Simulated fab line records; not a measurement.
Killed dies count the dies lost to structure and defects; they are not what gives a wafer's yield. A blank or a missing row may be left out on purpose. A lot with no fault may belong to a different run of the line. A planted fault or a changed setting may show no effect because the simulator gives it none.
Matching of chambers :: flow gf180mcu :: GF_V3_CMP_26 on cmp-01: 4 sister chambers
The step polishes, stops on SiO2, t overpolish 15 s, target thk 0 nm. 16 wafers are shown with their chamber, then 7 later ones without.

## WAFERS PAIRED WITH THEIR CHAMBERS
wafer: L776.1
chamber: 0
motor current A (A): 11.0
time to endpoint s (s): 87
slurry filter dp kPa (kPa): 13.56

wafer: L776.4
chamber: 1
motor current A (A): 10.4
time to endpoint s (s): 80
slurry filter dp kPa (kPa): 13.61

wafer: L776.6
chamber: 0
motor current A (A): 10.5
time to endpoint s (s): 78
slurry filter dp kPa (kPa): 13.27

wafer: L778.1
chamber: 1
motor current A (A): 10.4
time to endpoint s (s): 83
slurry filter dp kPa (kPa): 13.29

wafer: L778.2
chamber: 0
motor current A (A): 10.9
time to endpoint s (s): 84
slurry filter dp kPa (kPa): 13.41

wafer: L778.3
chamber: 2
motor current A (A): 12.3
time to endpoint s (s): 87
slurry filter dp kPa (kPa): 13.52

wafer: L780.1
chamber: 1
motor current A (A): 11.2
time to endpoint s (s): 83
slurry filter dp kPa (kPa): 13.22

wafer: L780.3
chamber: 3
motor current A (A): 11.8
time to endpoint s (s): 86
slurry filter dp kPa (kPa): 13.63

wafer: L780.5
chamber: 2
motor current A (A): 12.4
time to endpoint s (s): 79
slurry filter dp kPa (kPa): 13.47

wafer: L781.1
chamber: 2
motor current A (A): 11.9
time to endpoint s (s): 82
slurry filter dp kPa (kPa): 13.28

wafer: L781.5
chamber: 1
motor current A (A): 11.0
time to endpoint s (s): 82
slurry filter dp kPa (kPa): 13.45

wafer: L781.6
chamber: 2
motor current A (A): 11.5
time to endpoint s (s): 80
slurry filter dp kPa (kPa): 13.50

wafer: L783.4
chamber: 1
motor current A (A): 10.8
time to endpoint s (s): 84
slurry filter dp kPa (kPa): 13.45

wafer: L783.6
chamber: 3
motor current A (A): 11.6
time to endpoint s (s): 92
slurry filter dp kPa (kPa): 13.46

wafer: L795.2
chamber: 0
motor current A (A): 10.7
time to endpoint s (s): 84
slurry filter dp kPa (kPa): 13.45

wafer: L795.4
chamber: 1
motor current A (A): 10.3
time to endpoint s (s): 87
slurry filter dp kPa (kPa): 13.10

SIGNATURES, as means of the wafers listed above
reading: motor current A
chamber 0: 10.775
chamber 1: 10.683
chamber 2: 12.025
chamber 3: 11.700
scatter within a chamber: 0.337

reading: time to endpoint s
chamber 0: 83.25
chamber 1: 83.17
chamber 2: 82.00
chamber 3: 89.00
scatter within a chamber: 3.24

reading: slurry filter dp kPa
chamber 0: 13.4225
chamber 1: 13.3533
chamber 2: 13.4425
chamber 3: 13.5450
scatter within a chamber: 0.148
Rule: a wafer lies at a distance from a chamber equal to the root of the sum of squares, over the readings, of (its reading less the chamber's mean, divided by the reading's scatter). If the next closest chamber is less than 2 further off than the closest, the wafer can't be placed; otherwise it belongs to the closest. The scatter: the root of (the sum of the squares of (reading less its chamber's mean) over the shown wafers, divided by (wafers less chambers)).

## WAFERS WITHOUT THEIR CHAMBER
wafer: L795.6
motor current A (A): 11.2
time to endpoint s (s): 84
slurry filter dp kPa (kPa): 13.47

wafer: L797.1
motor current A (A): 11.5
time to endpoint s (s): 83
slurry filter dp kPa (kPa): 13.51

wafer: L797.4
motor current A (A): 11.0
time to endpoint s (s): 90
slurry filter dp kPa (kPa): 13.63

wafer: L797.6
motor current A (A): 10.7
time to endpoint s (s): 88
slurry filter dp kPa (kPa): 13.54

wafer: L798.1
motor current A (A): 11.2
time to endpoint s (s): 85
slurry filter dp kPa (kPa): 13.40

wafer: L798.3
motor current A (A): 10.4
time to endpoint s (s): 81
slurry filter dp kPa (kPa): 13.43

wafer: L798.5
motor current A (A): 12.4
time to endpoint s (s): 85
slurry filter dp kPa (kPa): 13.31

## EACH ONE'S CHAMBER
wafer: L795.6
from the rows above: can't be placed: 0 or 1 or 3 or 2
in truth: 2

wafer: L797.1
from the rows above: can't be placed: 2 or 3 or 0 or 1
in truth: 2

wafer: L797.4
from the rows above: can't be placed: 3 or 0 or 1 or 2
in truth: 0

wafer: L797.6
from the rows above: can't be placed: 0 or 1 or 3
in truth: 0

wafer: L798.1
from the rows above: can't be placed: 0 or 1 or 3 or 2
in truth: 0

wafer: L798.3
from the rows above: can't be placed: 1 or 0
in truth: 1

wafer: L798.5
from the rows above: can't be placed: 2 or 3
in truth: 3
Correct placement for 0 of the 7. Can't be placed from these rows: 7 (the true chamber is among the candidates in 7). Wrongly placed: 0.
